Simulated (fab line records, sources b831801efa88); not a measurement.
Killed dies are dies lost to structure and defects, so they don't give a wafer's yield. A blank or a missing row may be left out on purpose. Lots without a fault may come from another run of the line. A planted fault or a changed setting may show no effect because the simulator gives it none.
Which tool did it? | flow sfq_line | 7 lots, 21 wafers sampled, at 1 step of a route of 325

WHAT THE GAUGES READ, wafer by wafer
SFQ_INCOMING_BOW_MEAS_900.
lot  | measured    | on            | INCOMING_BOW (um)
L967 | day 1 15:01 | film_metro-04 | 0 -9 4
L970 | day 2 06:00 | film_metro-03 | 1 0 4
L972 | day 2 16:01 | film_metro-03 | -3 8 2
L976 | day 3 12:00 | film_metro-03 | 1 -5 -1
L981 | day 4 13:02 | film_metro-04 | 3 -6 4
L985 | day 5 09:00 | film_metro-04 | -5 -7 0
L988 | day 6 00:00 | film_metro-03 | -4 -2 -6

WHICH TOOL RAN EACH LOT (tool, then ch and the chambers of the sampled wafers, then the start)
The record holds no process step before these readings.

THE ANSWER, worked out from the rows above alone
Rule: what is usual is taken from the lots themselves. Put in order of their means at a reading, lots are off if they are a third of the lots or fewer, leave a main group of 4 or more, and stand apart from it by a gap of 3 or more times the standard deviation of the main group's means; of several such gaps the widest counts. A main group whose means are all the same, to the digits that the tables above print for the reading, isn't used. A lot without any number at a reading at which 4 lots or more have one is off too. The other lots that the step has rows for count as sound.
No lot is off at any reading shown: from this, nothing can be told.

WHAT THE SIMULATOR HAD PUT IN
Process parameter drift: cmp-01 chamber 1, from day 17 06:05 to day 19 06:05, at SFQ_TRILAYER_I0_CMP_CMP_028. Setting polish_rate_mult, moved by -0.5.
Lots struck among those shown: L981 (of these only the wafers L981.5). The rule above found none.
